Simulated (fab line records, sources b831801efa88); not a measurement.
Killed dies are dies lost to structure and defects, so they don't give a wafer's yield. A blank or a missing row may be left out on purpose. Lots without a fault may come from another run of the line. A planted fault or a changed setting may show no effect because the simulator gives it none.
A struck lot beside a sound one | flow sky130 | 14 steps out of a route of 708
Sound: wafers L809.1, L809.2, L809.6. Struck: wafers L814.1, L814.2, L814.4. The cause comes at the end.
At each step with rows: each side's tool, then ch and its chambers, then its first start. Under that, the readings that differ: sound wafers | struck wafers | difference of the means | sigmas: that difference in standard deviations of wafers without a fault.
alike: readings whose means differ by less than 2 such deviations, and words and numbers that are the same on both sides. not compared: withheld readings, readings that some wafer has no value for, bounds like >300 that may hide the same value, and numbers for which the record gives no deviation and whose values overlap.
The two part at a step that has a row with sigmas, a row that says differs or no value, or rows on one side only. Numbers that don't overlap but have no deviation are shown without sigmas and don't part them. A reading that every wafer of one side lacks parts them only if that side has two wafers or more.

first, 4 steps without rows for these wafers: SKY_VIA2_SOFTBAKE_08 (time 90 s); SKY_VIA2_EXPOSE_09 (exposes mask VIM2, target cd 200 nm); SKY_VIA2_PEB_10; SKY_VIA2_DEVELOP_11 (develop time 60 s).
SKY_VIA2_CD_MEAS_12: target cd 200 nm.
  sound on cd_sem-01, day 39 21:16; struck on cd_sem-02, day 41 08:35
  alike: cd_nm
SKY_VIA2_OVL_MEAS_13:
  sound on overlay-01, day 39 21:23; struck on overlay-01, day 41 08:42
  alike: VIA2_OVL
SKY_VIA2_ETCH_14: etches BARC in N2/H2, stops on SiO2, time 45.9 s, target depth 60 nm.
  sound on rie_diel-02 ch 0,1,2, day 39 21:25; struck on rie_diel-04 ch 0,2,3, day 41 08:44
  alike: drypump_motor_current_A, oes_product_au, throttle_valve_pct
  not compared: rf_hours_counter_h
SKY_VIA2_ETCH_15: etches SiO2 in C4F8/O2/Ar, stops on TiN, target depth 546 nm, time 84 s.
  sound on rie_diel-02 ch 0,1,2, day 39 21:28; struck on rie_diel-04 ch 0,2,3, day 41 08:47
  alike: oes_product_au
  not compared: rf_hours_counter_h
SKY_VIA2_STRIP_16: strips in O2/N2.
  sound on plasma_asher-04 ch 0,1, day 39 21:31; struck on plasma_asher-04 ch 0,1, day 41 08:50
  alike: drypump_motor_current_A, oes_product_au, strip_time_to_endpoint_s
  not compared: rf_hours_counter_h
then, 3 steps without rows for these wafers: SKY_VIA2_STRIP_17 (strips in post etch residue remover, time 1200 s); SKY_VIA2_CLEAN_18 (cleans in IPA, time 180 s); SKY_VIA2_CLEAN_19 (cleans in O3/DIW).
SKY_VIA2_SPUTTER_20: material TiN, target thk 20 nm, time 80 s.
  sound on pvd_sputter-04, day 39 22:07; struck on pvd_sputter-03, day 41 09:26
  reading                                  | sound                | struck               | difference | sigmas
  cathode_dc_power_W (W)                   | 3999.0 4001.5 4000.0 | 3610.9 3611.6 3611.5 | -388.8     | -99 or more
  model.TiN_of_VIA2_SPUTTER_20.thk_nm (nm) | 19.47 19.63 19.63    | 18.38 18.35 18.16    | -1.28      |
  alike: throttle_valve_pct
SKY_VIA2_CVD_21: deposits W, target thk 420 nm, time 126.4 s.
  sound on cvd_w-01 ch 0,1, day 39 22:11; struck on cvd_w-02 ch 0,1, day 41 09:30
  reading            | sound       | struck      | difference | sigmas
  heater_power_w (W) | 679 726 669 | 818 810 812 | +122       | +2

WHERE THEY PART
First at SKY_VIA2_SPUTTER_20; last, within this record, at SKY_VIA2_CVD_21.

WHY: what the simulator had put in
Process parameter drift: pvd_sputter-03, from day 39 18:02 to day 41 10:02, at SKY_VIA2_SPUTTER_20. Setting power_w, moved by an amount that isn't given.
